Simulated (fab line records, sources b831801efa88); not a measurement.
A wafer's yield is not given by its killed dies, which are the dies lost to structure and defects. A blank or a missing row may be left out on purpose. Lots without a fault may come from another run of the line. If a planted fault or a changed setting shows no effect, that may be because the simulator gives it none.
fab line records | flow sky130
record: lots: 6 | wafers: 18 | last_day: 49
route steps=708 shown POLY_CUT@317 SD_P@320 PAD_OPEN@708
lots that met no fault: taken from a fault-free run of the same line
start_h: start of the lot's first displayed wafer, in hours after the record's first day | wait_h: time in hours since the lot's previous step | " the same as in the row above | L1.1+2: one row covering several wafers at once | - no value present, or no start provided | * or withheld: withheld | < > ~ a bound
route shown NAME@n: names a module that has steps shown in the file, with the first one's number in the route | usual: mean and standard deviation over wafers with no fault | same: alike in all rows | chamber/n: place in a boat | sites: the reading at each site | _std_site: how widely they spread, as a standard deviation | _edge_site: the outer-site mean with the inner-site mean subtracted | radius_mm: how far each site lies from the wafer's centre | mask NAME#n: copy n | behind: the most recent tool/chamber to have shaped the wafer | hold: what put the lot on hold/how long, in hours/how the hold closed | device: the n, p or np transistor that did not switch | end of line: tests of these same wafers at the route's end | where a step has no rows: the recipe by itself | killed: dies that structure and defects cost at the first sort, which is not the same as the wafer's yield | map: a wafer's dies, x killed, . not, _ none there
set.NAME: the run value of the setting; set.NAME@STEP: its run value at that earlier step | model.NAME: the simulator's own value behind a step, which no gauge read
lots seen at some steps along the route; tables by step, rows by wafer
services: a tool's chamber out of use, with start hour (start_h, from the record's first day; less than 0 if before it), hours out, and reason
== steps ==
step: SKY_POLY_CUT_ETCH_10
recipe: chemistry: N2/H2 | target: BARC | ion_energy_ev: 200 | source_w: 500 | bias_w: 100 | pressure_mtorr: 30 | n2_flow_sccm: 100 | h2_flow_sccm: 200 | stop_on: SiO2 | time_s: 46.91 | target_depth_a: 600
usual: chamber_pressure_mTorr: 30.000/0.028 | drypump_motor_current_A: 5.6/0.45 | oes_product_au: 0.853/0.005 | throttle_valve_pct: 13.226/0.0098
lot.wafer | tool        | chamber | start_h | wait_h | chamber_pressure_mTorr | drypump_motor_current_A | oes_product_au | rf_hours_counter_h | throttle_valve_pct
L174.2    | rie_diel-01 | 3       | 561.44  | 0.0    | 30.002                 | 4.9                     | 0.850          | 5                  | 13.199
L174.4    | "           | 0       | "       | "      | 30.027                 | 6.1                     | 0.847          | 2                  | 13.234
L174.5    | "           | 2       | "       | "      | 29.998                 | 5.8                     | 0.850          | -                  | 13.225
L175.1    | rie_diel-04 | 1       | 571.39  | 0.0    | 30.020                 | 5.8                     | 0.857          | 65                 | 13.217
L175.5    | "           | 2       | "       | "      | 30.012                 | 5.2                     | 0.846          | -                  | 13.231
L175.6    | "           | 1       | "       | "      | 30.036                 | 5.8                     | 0.849          | -                  | 13.242
L180.1    | rie_diel-03 | 3       | 606.44  | 0.0    | 30.028                 | 6.5                     | 0.845          | 11                 | 13.227
L180.2    | "           | 0       | "       | "      | 29.983                 | 5.7                     | 0.847          | 19                 | 13.226
L180.6    | "           | 1       | "       | "      | 29.948                 | 5.0                     | 0.854          | -                  | 13.221
L181.1    | rie_diel-03 | 1       | 636.68  | 0.0    | 29.995                 | 5.0                     | 0.850          | 11                 | 13.229
L181.2    | "           | 0       | "       | "      | 29.982                 | 5.7                     | 0.849          | 20                 | 13.222
L181.4    | "           | 3       | "       | "      | 29.972                 | 6.5                     | 0.854          | 11                 | 13.224
L190.2    | rie_diel-03 | 0       | 697.88  | 0.0    | 30.008                 | 5.7                     | 0.858          | 21                 | 13.215
L190.3    | "           | 3       | "       | "      | 30.020                 | 6.5                     | 0.848          | 13                 | 13.230
L190.5    | "           | 2       | "       | "      | 30.015                 | 5.4                     | 0.850          | -                  | 13.241
L194.3    | rie_diel-01 | 2       | 719.68  | 0.0    | 30.033                 | 5.8                     | 0.851          | 11                 | 13.237
L194.4    | "           | 3       | "       | "      | 30.004                 | 5.0                     | 0.855          | 7                  | 13.225
L194.6    | "           | 0       | "       | "      | 29.956                 | 6.2                     | 0.858          | -                  | 13.239
step: SKY_POLY_CUT_ETCH_11
recipe: target: Si3N4 | chemistry: CF4/CH2F2/Ar | stop_on: poly-Si | source_w: 600 | bias_w: 150 | pressure_mtorr: 40 | cf4_flow_sccm: 40 | ch2f2_flow_sccm: 20 | Ar_flow_sccm: 150 | time_s: 42.5 | target_depth_a: 600
usual: cf4_flow_sccm: 39.99/0.12 | chamber_pressure_mTorr: 40.00/0.035 | drypump_motor_current_A: 5.6/0.45 | oes_product_au: 0.827/0.0062 | throttle_valve_pct: 14.994/0.0092
lot.wafer | tool        | chamber | start_h | wait_h | cf4_flow_sccm | chamber_pressure_mTorr | drypump_motor_current_A | oes_product_au | rf_hours_counter_h | throttle_valve_pct
L174.2    | rie_diel-01 | 3       | 561.49  | 0.0    | 39.80         | 40.04                  | 4.9                     | 0.836          | 5                  | 14.981
L174.4    | "           | 0       | "       | "      | 40.05         | 40.00                  | 6.1                     | 0.827          | 2                  | 14.975
L174.5    | "           | 2       | "       | "      | 40.10         | 40.03                  | 5.8                     | 0.823          | -                  | 14.997
L175.1    | rie_diel-04 | 1       | 571.43  | 0.0    | 40.08         | 39.95                  | 5.7                     | 0.834          | 65                 | 14.988
L175.5    | "           | 2       | "       | "      | 39.91         | 40.05                  | 5.2                     | 0.838          | -                  | 15.002
L175.6    | "           | 1       | "       | "      | 39.95         | 40.06                  | 5.7                     | 0.828          | -                  | 14.990
L180.1    | rie_diel-03 | 3       | 606.49  | 0.0    | 40.14         | 39.99                  | 6.5                     | 0.836          | 11                 | 14.987
L180.2    | "           | 0       | "       | "      | 39.73         | 39.96                  | 5.7                     | 0.822          | 19                 | 14.992
L180.6    | "           | 1       | "       | "      | 40.07         | 40.01                  | 5.0                     | 0.828          | -                  | 14.983
L181.1    | rie_diel-03 | 1       | 636.72  | 0.0    | 39.96         | 39.99                  | 5.0                     | 0.817          | 11                 | 15.009
L181.2    | "           | 0       | "       | "      | 40.18         | 40.03                  | 5.7                     | 0.829          | 20                 | 14.994
L181.4    | "           | 3       | "       | "      | 39.93         | 39.96                  | 6.5                     | 0.827          | 11                 | 14.998
L190.2    | rie_diel-03 | 0       | 697.92  | 0.0    | 40.21         | 40.04                  | 5.7                     | 0.831          | 21                 | 14.985
L190.3    | "           | 3       | "       | "      | 40.17         | 40.02                  | 6.5                     | 0.828          | 13                 | 15.006
L190.5    | "           | 2       | "       | "      | 40.14         | 40.07                  | 5.4                     | 0.816          | -                  | 15.005
L194.3    | rie_diel-01 | 2       | 719.72  | 0.0    | 39.67         | 40.02                  | 5.8                     | 0.831          | 11                 | 14.986
L194.4    | "           | 3       | "       | "      | 40.04         | 40.00                  | 4.9                     | 0.824          | 7                  | 15.008
L194.6    | "           | 0       | "       | "      | 39.86         | 39.98                  | 6.1                     | 0.821          | -                  | 14.982
step: SKY_POLY_CUT_STRIP_12
recipe: chemistry: O2/N2 | power_w: 1400 | pressure_mtorr: 1500 | platen_temp_c: withheld | o2_flow_sccm: 3000 | n2_flow_sccm: 300 | overash_fraction: 0.5
usual: chamber_pressure_mTorr: 1500.2/1.2 | drypump_motor_current_A: 6.0/0.46 | oes_product_au: 0.452/0.0047 | strip_time_to_endpoint_s: 5.357/0.018
lot.wafer | tool            | chamber | start_h | wait_h | chamber_pressure_mTorr | drypump_motor_current_A | oes_product_au | rf_hours_counter_h | strip_time_to_endpoint_s
L174.2    | plasma_asher-04 | 0       | 561.53  | 0.0    | 1499.9                 | 6.2                     | 0.454          | 88                 | 5.362
L174.4    | "               | 1       | "       | "      | 1501.7                 | 6.7                     | 0.444          | -                  | 5.370
L174.5    | "               | 0       | "       | "      | 1498.7                 | 6.3                     | 0.450          | -                  | 5.362
L175.1    | plasma_asher-03 | 0       | 571.47  | 0.0    | 1500.1                 | 5.2                     | 0.451          | 75                 | 5.334
L175.5    | "               | 0       | "       | "      | 1503.1                 | 5.2                     | 0.449          | -                  | 5.315
L175.6    | "               | 1       | "       | "      | 1502.0                 | 6.3                     | 0.450          | -                  | 5.357
L180.1    | plasma_asher-01 | 0       | 606.53  | 0.0    | 1499.3                 | 5.5                     | 0.448          | 50                 | 5.330
L180.2    | "               | 1       | "       | "      | 1499.9                 | 6.1                     | 0.441          | 50                 | 5.321
L180.6    | "               | 1       | "       | "      | 1498.4                 | 6.1                     | 0.454          | -                  | 5.344
L181.1    | plasma_asher-01 | 1       | 636.76  | 0.0    | 1500.3                 | 6.1                     | 0.451          | 54                 | 5.375
L181.2    | "               | 0       | "       | "      | 1499.7                 | 5.5                     | 0.452          | 54                 | 5.359
L181.4    | "               | 0       | "       | "      | 1500.3                 | 5.5                     | 0.447          | -                  | 5.370
L190.2    | plasma_asher-03 | 1       | 697.96  | 0.0    | 1496.8                 | 6.3                     | 0.450          | 87                 | 5.351
L190.3    | "               | 1       | "       | "      | 1501.5                 | 6.3                     | 0.453          | -                  | 5.356
L190.5    | "               | 1       | "       | "      | 1500.2                 | 6.3                     | 0.457          | -                  | 5.369
L194.3    | plasma_asher-01 | 0       | 719.80  | 0.1    | 1496.7                 | 5.5                     | 0.445          | -                  | 5.363
L194.4    | "               | 1       | "       | "      | 1499.3                 | 6.1                     | 0.450          | -                  | 5.348
L194.6    | "               | 0       | "       | "      | 1499.1                 | 5.5                     | 0.452          | -                  | 5.374
step: SKY_SD_P_DEHYDRATE_00
recipe: temp_c: 200 | time_s: 60
step: SKY_SD_P_HMDS_01
recipe: prime_time_s: 60 | prime_temp_c: 120
step: SKY_SD_P_COAT_02
recipe: resist: NOVOLAK | spin_rpm: 3000 | resist_thk_nm: 1140
step: SKY_SD_P_SOFTBAKE_03
recipe: temp_c: 90 | time_s: 60 | resist: NOVOLAK
step: SKY_SD_P_EXPOSE_04
recipe: mask_id: PSDM | na: 0.6 | source_shape: conventional | sigma_outer: 0.6 | polarization: unpolarized | target_cd_nm: 380 | dose_mj: 138
step: SKY_SD_P_PEB_05
recipe: temp_c: withheld | time_s: * | resist: NOVOLAK
step: SKY_SD_P_DEVELOP_06
recipe: resist: NOVOLAK | developer: TMAH | develop_time_s: 60 | dev_temp_c: 23
step: SKY_SD_P_CD_MEAS_07
recipe: target_cd_nm: 380
usual: cd_nm: 380.9/1.8
lot.wafer | tool      | chamber | start_h | wait_h | cd_nm
L174.2    | cd_sem-01 | -       | 591.49  | 0.1    | 381.0
L174.4    | "         | -       | "       | "      | 381.0
L174.5    | "         | -       | "       | "      | 383.7
L175.1    | cd_sem-01 | -       | 600.29  | 0.1    | 377.4
L175.5    | "         | -       | "       | "      | 380.4
L175.6    | "         | -       | "       | "      | 380.4
L180.1    | cd_sem-01 | -       | 634.39  | 0.1    | 380.2
L180.2    | "         | -       | "       | "      | 380.0
L180.6    | "         | -       | "       | "      | 380.2
L181.1    | cd_sem-02 | -       | 665.74  | 0.1    | 381.6
L181.2    | "         | -       | "       | "      | 377.9
L181.4    | "         | -       | "       | "      | 380.4
L190.2    | cd_sem-01 | -       | 724.71  | 0.1    | 385.6
L190.3    | "         | -       | "       | "      | 382.2
L190.5    | "         | -       | "       | "      | 383.2
L194.3    | cd_sem-02 | -       | 746.93  | 0.1    | 377.8
L194.4    | "         | -       | "       | "      | 377.2
L194.6    | "         | -       | "       | "      | 380.2
step: SKY_SD_P_OVL_MEAS_08
usual: SD_P_OVL: 0.2/1.1
lot.wafer | tool       | chamber | start_h | wait_h | SD_P_OVL[nm]
L174.2    | overlay-01 | -       | 591.60  | 0.1    | 1.2
L174.4    | "          | -       | "       | "      | 1.1
L174.5    | "          | -       | "       | "      | -1.7
L175.1    | overlay-01 | -       | 600.41  | 0.1    | -1.3
L175.5    | "          | -       | "       | "      | 0.7
L175.6    | "          | -       | "       | "      | 0.3
L180.1    | overlay-02 | -       | 634.51  | 0.1    | 0.8
L180.2    | "          | -       | "       | "      | 1.0
L180.6    | "          | -       | "       | "      | -0.2
L181.1    | overlay-02 | -       | 665.86  | 0.1    | 1.6
L181.2    | "          | -       | "       | "      | 0.4
L181.4    | "          | -       | "       | "      | 1.1
L190.2    | overlay-01 | -       | 724.81  | 0.1    | -0.2
L190.3    | "          | -       | "       | "      | 2.2
L190.5    | "          | -       | "       | "      | 1.5
L194.3    | overlay-02 | -       | 747.02  | 0.1    | 0.4
L194.4    | "          | -       | "       | "      | 0.4
L194.6    | "          | -       | "       | "      | -1.2
step: SKY_SD_P_IMPLANT_09
recipe: species: BF2 | energy_kev: 20 | dose_cm2: 3e+15 | tilt_deg: 0
usual: dose_ions_cm2: 2.9999e+15/2.9e+12
lot.wafer | tool         | chamber | start_h | wait_h | dose_ions_cm2
L174.2    | implanter-02 | 0       | 591.68  | 0.1    | 3.0027e+15
L174.4    | "            | 0       | "       | "      | 2.996e+15
L174.5    | "            | 0       | "       | "      | 2.9973e+15
L175.1    | implanter-02 | 0       | 600.44  | 0.0    | 2.999e+15
L175.5    | "            | 0       | "       | "      | 2.9989e+15
L175.6    | "            | 0       | "       | "      | 2.9931e+15
L180.1    | implanter-02 | 0       | 634.54  | 0.0    | 3.1645e+15
L180.2    | "            | 0       | "       | "      | 3.1659e+15
L180.6    | "            | 0       | "       | "      | 3.1626e+15
L181.1    | implanter-02 | 0       | 665.89  | 0.0    | 3.1697e+15
L181.2    | "            | 0       | "       | "      | 3.1677e+15
L181.4    | "            | 0       | "       | "      | 3.1697e+15
L190.2    | implanter-01 | 0       | 725.07  | 0.2    | 3.0008e+15
L190.3    | "            | 0       | "       | "      | 2.9936e+15
L190.5    | "            | 0       | "       | "      | 2.9984e+15
L194.3    | implanter-04 | 0       | 747.09  | 0.1    | 3.0031e+15
L194.4    | "            | 0       | "       | "      | 3.0036e+15
L194.6    | "            | 0       | "       | "      | 3.0015e+15
step: SKY_SD_P_STRIP_10
recipe: chemistry: O2/N2 | power_w: 1400 | pressure_mtorr: 1500 | platen_temp_c: withheld | o2_flow_sccm: 3000 | n2_flow_sccm: 300 | overash_fraction: 0.5
usual: chamber_pressure_mTorr: 1500.1/1.5 | drypump_motor_current_A: 6.0/0.4 | oes_product_au: 0.618/0.0048 | strip_time_to_endpoint_s: 17.49/0.036
lot.wafer | tool            | chamber | start_h | wait_h | chamber_pressure_mTorr | drypump_motor_current_A | oes_product_au | rf_hours_counter_h | strip_time_to_endpoint_s
L174.2    | plasma_asher-02 | 0       | 591.93  | 0.2    | 1497.4                 | 5.6                     | 0.623          | 16                 | 17.46
L174.4    | "               | 1       | "       | "      | 1501.1                 | 5.8                     | 0.612          | -                  | 17.44
L174.5    | "               | 0       | "       | "      | 1498.7                 | 5.6                     | 0.624          | -                  | 17.48
L175.1    | plasma_asher-01 | 0       | 600.59  | 0.1    | 1501.4                 | 5.5                     | 0.609          | 50                 | 17.48
L175.5    | "               | 1       | "       | "      | 1502.5                 | 6.2                     | 0.616          | -                  | 17.47
L175.6    | "               | 0       | "       | "      | 1500.5                 | 5.5                     | 0.618          | -                  | 17.44
L180.1    | plasma_asher-01 | 0       | 634.69  | 0.1    | 1500.5                 | 5.5                     | 0.617          | 54                 | 17.58
L180.2    | "               | 1       | "       | "      | 1500.2                 | 6.1                     | 0.611          | 54                 | 17.62
L180.6    | "               | 0       | "       | "      | 1500.2                 | 5.6                     | 0.610          | -                  | 17.61
L181.1    | plasma_asher-04 | 1       | 666.04  | 0.1    | 1498.4                 | 6.7                     | 0.611          | 99                 | 17.62
L181.2    | "               | 0       | "       | "      | 1498.5                 | 6.2                     | 0.619          | 99                 | 17.57
L181.4    | "               | 0       | "       | "      | 1500.0                 | 6.2                     | 0.615          | -                  | 17.60
L190.2    | plasma_asher-01 | 0       | 725.19  | 0.1    | 1499.8                 | 5.5                     | 0.623          | 62                 | 17.50
L190.3    | "               | 1       | "       | "      | 1500.0                 | 6.1                     | 0.614          | -                  | 17.48
L190.5    | "               | 0       | "       | "      | 1500.3                 | 5.5                     | 0.621          | -                  | 17.51
L194.3    | plasma_asher-01 | 1       | 747.23  | 0.1    | 1500.2                 | 6.1                     | 0.613          | -                  | 17.49
L194.4    | "               | 0       | "       | "      | 1498.9                 | 5.5                     | 0.613          | -                  | 17.48
L194.6    | "               | 0       | "       | "      | 1500.4                 | 5.5                     | 0.615          | -                  | 17.46
step: SKY_SD_P_TW_MEAS_11
usual: SD_P_TW: 2823/18
lot.wafer | tool          | chamber | start_h | wait_h | SD_P_TW
L174.2    | film_metro-01 | -       | 592.04  | 0.1    | 2831
L174.4    | "             | -       | "       | "      | 2831
L174.5    | "             | -       | "       | "      | 2813
L175.1    | film_metro-01 | -       | 600.69  | 0.1    | 2838
L175.5    | "             | -       | "       | "      | 2834
L175.6    | "             | -       | "       | "      | 2844
L180.1    | film_metro-02 | -       | 634.79  | 0.1    | 2830
L180.2    | "             | -       | "       | "      | 2818
L180.6    | "             | -       | "       | "      | 2833
L181.1    | film_metro-02 | -       | 666.14  | 0.1    | 2832
L181.2    | "             | -       | "       | "      | 2837
L181.4    | "             | -       | "       | "      | 2842
L190.2    | film_metro-02 | -       | 725.30  | 0.1    | 2796
L190.3    | "             | -       | "       | "      | 2801
L190.5    | "             | -       | "       | "      | 2821
L194.3    | film_metro-02 | -       | 747.31  | 0.1    | 2788
L194.4    | "             | -       | "       | "      | 2787
L194.6    | "             | -       | "       | "      | 2789
step: SKY_PAD_OPEN_PROBE_99
usual: killed_at_M0_to_M3: 43/7.7 | killed_at_M4_up: 2.9/1.7 | killed_at_contacts: 24/5.5 | killed_at_front_end: 15/4 | killed_at_other: 0.4/0.66 | killed_dies: 86/9.4 | killed_open: 47/6.7 | killed_short: 38/6.2
same: gross_dies: 492 | killed_at_back_side: 0
lot.wafer | tool      | chamber | start_h | wait_h | killed_at_M0_to_M3 | killed_at_M4_up | killed_at_contacts | killed_at_front_end | killed_at_other | killed_dies | killed_open | killed_short | model.etest.res_high_po.line_ohm_um | model.etest.licon_high_po.rc_ohm | model.etest.res_high_po.rs_ohm_sq
L174.2    | prober-02 | -       | 1074.36 | 0.1    | 53                 | 3               | 19                 | 10                  | 0               | 85          | 50          | 35           | 724.6                               | 339.5                            | 254.3
L174.4    | prober-02 | -       | 1074.46 | 0.2    | 53                 | 3               | 24                 | 14                  | 0               | 94          | 50          | 43           | 706.6                               | 330.2                            | 250.9
L174.5    | prober-02 | -       | 1074.51 | 0.2    | 51                 | 2               | 31                 | 14                  | 0               | 98          | 51          | 47           | 724.4                               | 337.3                            | 257.8
L175.1    | prober-01 | -       | 1081.70 | 0.1    | 29                 | 5               | 21                 | 20                  | 1               | 76          | 39          | 37           | 736.5                               | 359.8                            | 257.4
L175.5    | prober-01 | -       | 1081.90 | 0.2    | 50                 | 3               | 38                 | 20                  | 0               | 111         | 62          | 49           | 724.3                               | 344                              | 251
L175.6    | prober-01 | -       | 1081.95 | 0.2    | 36                 | 3               | 30                 | 17                  | 0               | 86          | 49          | 36           | 719.9                               | 346.2                            | 249.6
L180.1    | prober-02 | -       | 1107.96 | 0.1    | 59                 | 6               | 22                 | 13                  | 1               | 101         | 61          | 40           | 723.6                               | 328.5                            | 251
L180.2    | prober-02 | -       | 1108.01 | 0.1    | 39                 | 7               | 28                 | 14                  | 0               | 88          | 57          | 31           | 724.9                               | 323.7                            | 253.8
L180.6    | prober-02 | -       | 1108.21 | 0.2    | 41                 | 3               | 22                 | 24                  | 0               | 90          | 43          | 47           | 734.7                               | 313.6                            | 253.3
L181.1    | prober-01 | -       | 1130.45 | 0.1    | 51                 | 5               | 28                 | 12                  | 1               | 97          | 54          | 40           | 707                                 | 329.8                            | 252.4
L181.2    | prober-01 | -       | 1130.50 | 0.1    | 42                 | 2               | 24                 | 18                  | 0               | 86          | 48          | 33           | 708.9                               | 335.6                            | 249.5
L181.4    | prober-01 | -       | 1130.60 | 0.2    | 56                 | 6               | 24                 | 17                  | 1               | 104         | 47          | 55           | 733.2                               | 336.1                            | 255.5
L190.2    | prober-02 | -       | 1169.66 | 0.1    | 37                 | 2               | 25                 | 19                  | 1               | 84          | 50          | 34           | 767                                 | 357.6                            | 269.8
L190.3    | prober-02 | -       | 1169.71 | 0.2    | 46                 | 4               | 30                 | 22                  | 0               | 102         | 61          | 39           | 748.6                               | 340.6                            | 259.1
L190.5    | prober-02 | -       | 1169.81 | 0.2    | 38                 | 0               | 19                 | 19                  | 0               | 76          | 45          | 31           | 753.8                               | 351.3                            | 265.7
L194.3    | prober-02 | -       | 1183.77 | 0.2    | 32                 | 2               | 27                 | 16                  | 0               | 77          | 50          | 27           | 742.1                               | 341.1                            | 260.2
L194.4    | prober-02 | -       | 1183.82 | 0.2    | 47                 | 3               | 14                 | 15                  | 1               | 80          | 43          | 36           | 757.3                               | 341.1                            | 262.8
L194.6    | prober-02 | -       | 1183.92 | 0.2    | 36                 | 2               | 24                 | 7                   | 0               | 69          | 41          | 27           | 759.8                               | 342.7                            | 261.9
killed by level:class
L174.2 VIA1:geometric_particle:open=15 CONTACT:geometric_particle:open=11 VIA3:geometric_particle:open=9 METAL2:geometric_particle:short=8 METAL1:geometric_particle:short=5 CONTACT:geometric_particle:short=4 VIA1:geometric_particle:short=4 VIA2:geometric_particle:open=4
L174.4 VIA1:geometric_particle:open=18 LI_CONTACT:geometric_particle:open=11 VIA1:geometric_particle:short=9 CONTACT:geometric_particle:open=7 METAL2:geometric_particle:short=5 FIELD_ISO:geometric_particle:short=4 POLY_GATE:geometric_particle:short=4 METAL3:geometric_particle:short=4
L174.5 CONTACT:geometric_particle:short=10 LI_CONTACT:geometric_particle:open=9 CONTACT:geometric_particle:open=8 VIA1:geometric_particle:short=8 VIA1:geometric_particle:open=7 METAL2:geometric_particle:short=7 FIELD_ISO:geometric_particle:open=5 METAL1:geometric_particle:short=5
L175.1 VIA1:geometric_particle:open=10 FIELD_ISO:geometric_particle:short=7 CONTACT:geometric_particle:open=7 VIA3:geometric_particle:open=7 FIELD_ISO:geometric_particle:open=4 LOCAL_INTERCONNECT:geometric_particle:short=4 CONTACT:geometric_particle:short=4 POLY_GATE:geometric_particle:short=3
L175.5 VIA1:geometric_particle:open=16 CONTACT:geometric_particle:open=13 LOCAL_INTERCONNECT:geometric_particle:short=10 METAL1:geometric_particle:short=8 VIA2:geometric_particle:open=7 FIELD_ISO:geometric_particle:short=6 LI_CONTACT:geometric_particle:open=6 POLY_GATE:geometric_particle:short=5
L175.6 CONTACT:geometric_particle:open=11 LI_CONTACT:geometric_particle:open=7 VIA1:geometric_particle:open=7 METAL1:geometric_particle:short=7 FIELD_ISO:geometric_particle:open=6 VIA3:geometric_particle:open=5 LOCAL_INTERCONNECT:geometric_particle:short=4 CONTACT:geometric_particle:short=4
L180.1 VIA1:geometric_particle:open=18 CONTACT:geometric_particle:open=12 VIA3:geometric_particle:open=10 VIA2:geometric_particle:open=7 VIA1:geometric_particle:short=7 FIELD_ISO:geometric_particle:open=6 CONTACT:geometric_particle:short=5 METAL1:geometric_particle:short=5
L180.2 CONTACT:geometric_particle:open=16 VIA1:geometric_particle:open=10 VIA3:geometric_particle:open=8 VIA2:geometric_particle:open=6 FIELD_ISO:geometric_particle:short=4 POLY_GATE:geometric_particle:short=4 LI_CONTACT:geometric_particle:open=4 LOCAL_INTERCONNECT:geometric_particle:short=4
L180.6 FIELD_ISO:geometric_particle:short=9 VIA1:geometric_particle:open=8 LI_CONTACT:geometric_particle:open=7 VIA1:geometric_particle:short=7 POLY_GATE:geometric_particle:open=6 LI_CONTACT:geometric_particle:short=5 CONTACT:geometric_particle:short=5 VIA2:geometric_particle:short=5
L181.1 CONTACT:geometric_particle:open=13 VIA1:geometric_particle:open=12 VIA1:geometric_particle:short=11 LI_CONTACT:geometric_particle:open=7 FIELD_ISO:geometric_particle:open=6 VIA2:geometric_particle:open=6 LI_CONTACT:geometric_particle:short=5 METAL2:geometric_particle:short=4
L181.2 CONTACT:geometric_particle:open=11 VIA1:geometric_particle:open=10 FIELD_ISO:geometric_particle:open=7 METAL1:geometric_particle:short=7 LI_CONTACT:geometric_particle:open=5 VIA2:geometric_particle:open=5 LI_CONTACT:geometric_particle:short=4 VIA1:geometric_particle:short=4
L181.4 VIA1:geometric_particle:open=13 VIA1:geometric_particle:short=11 FIELD_ISO:geometric_particle:short=9 LI_CONTACT:geometric_particle:open=7 METAL2:geometric_particle:short=7 CONTACT:geometric_particle:open=6 VIA3:geometric_particle:open=6 FIELD_ISO:geometric_particle:open=5
L190.2 CONTACT:geometric_particle:open=13 LI_CONTACT:geometric_particle:open=9 METAL1:geometric_particle:short=7 VIA1:geometric_particle:open=6 FIELD_ISO:geometric_particle:open=4 POLY_GATE:geometric_particle:short=4 VIA2:geometric_particle:open=4 VIA3:geometric_particle:short=4
L190.3 LI_CONTACT:geometric_particle:open=11 CONTACT:geometric_particle:open=11 VIA1:geometric_particle:open=9 FIELD_ISO:geometric_particle:open=8 FIELD_ISO:geometric_particle:short=7 METAL1:geometric_particle:short=7 VIA2:geometric_particle:open=6 CONTACT:geometric_particle:short=5
L190.5 VIA1:geometric_particle:open=10 METAL1:geometric_particle:short=9 LI_CONTACT:geometric_particle:open=7 FIELD_ISO:geometric_particle:open=6 CONTACT:geometric_particle:open=6 FIELD_ISO:geometric_particle:short=5 VIA3:geometric_particle:open=5 VIA2:geometric_particle:open=4
L194.3 CONTACT:geometric_particle:open=12 VIA1:geometric_particle:open=9 VIA3:geometric_particle:open=6 VIA2:geometric_particle:open=4 LI_CONTACT:geometric_particle:open=4 LOCAL_INTERCONNECT:geometric_particle:short=4 CONTACT:geometric_particle:short=4 METAL1:geometric_particle:short=4
L194.4 VIA1:geometric_particle:open=13 FIELD_ISO:geometric_particle:open=6 METAL1:geometric_particle:short=6 LI_CONTACT:geometric_particle:open=5 LOCAL_INTERCONNECT:geometric_particle:short=4 VIA1:geometric_particle:short=4 VIA2:geometric_particle:open=4 VIA3:geometric_particle:open=4
L194.6 VIA1:geometric_particle:open=12 CONTACT:geometric_particle:open=9 VIA2:geometric_particle:open=7 LOCAL_INTERCONNECT:geometric_particle:short=6 LI_CONTACT:geometric_particle:open=5 METAL2:geometric_particle:short=5 FIELD_ISO:geometric_particle:short=2 SPACER:geometric_particle:open=2
== services ==
tool            | chamber | start_h | hours | kind
rie_diel-04     | 0       | 570.07  | -     | clean
rie_diel-04     | 0       | 570.07  | 15.3  | scheduled_down
rie_diel-04     | 0       | 570.07  | 15.3  | vent_cycle
plasma_asher-02 | -       | 575.01  | 9.5   | repair
rie_diel-04     | 2       | 585.32  | -     | clean
rie_diel-01     | -       | 601.03  | 7.9   | repair
plasma_asher-04 | -       | 604.98  | 2.0   | repair
rie_diel-04     | 3       | 610.07  | 2.8   | repair
implanter-01    | -       | 622.01  | 5.2   | repair
plasma_asher-03 | -       | 624.33  | 12.8  | repair
implanter-04    | -       | 627.07  | 92.0  | pm
rie_diel-01     | 1       | 629.23  | 4.1   | repair
rie_diel-04     | 2       | 634.58  | 2.7   | repair
rie_diel-04     | -       | 639.05  | 7.0   | repair
rie_diel-01     | -       | 640.25  | 2.8   | pm
plasma_asher-01 | -       | 652.71  | 3.1   | repair
rie_diel-03     | 0       | 663.81  | 8.6   | repair
implanter-02    | -       | 685.81  | 1.9   | repair
implanter-02    | -       | 698.83  | 74.9  | pm
rie_diel-01     | 0       | 706.44  | 10.7  | repair
rie_diel-03     | 0       | 710.45  | 5.0   | repair
implanter-01    | -       | 719.58  | 1.9   | repair
plasma_asher-04 | -       | 733.75  | 9.0   | pm
plasma_asher-04 | -       | 747.05  | 6.3   | pm
== key ==
first_sign: step: SKY_SD_P_IMPLANT_09 | reading: dose_ions_cm2 | direction: up | sigmas: 58 | usual: * | struck: *
effect: step: SKY_SD_P_STRIP_10 | reading: strip_time_to_endpoint_s | direction: up | sigmas: 3.1 | usual: * | struck: *
model_effect: step: SKY_PAD_OPEN_PROBE_99 | value: etest.res_high_po.line_ohm_um | without: 748.3 | struck: 722.1
met_at SKY_SD_P_IMPLANT_09
struck_wafers L180.1,L180.2,L180.6,L181.1,L181.2,L181.4
tester_left_out L180,L181
onset_between 600.44 634.54
fault: kind: process_parameter_drift | tool: implanter-02 | chamber: - | onset_h: 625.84 | steps: SKY_SD_P_IMPLANT_09 | channel: dose_cm2 | offset: * | shape: step | end_h: 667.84 | acts_in: * | stated: *
tester_left_out: of these lots the tester's yield and bins aren't shown, on N5 and GAA mostly nor the transistor test; their killed dies are dies lost to structure and defects alone, not to doping, threshold or leakage, so they don't give the yield
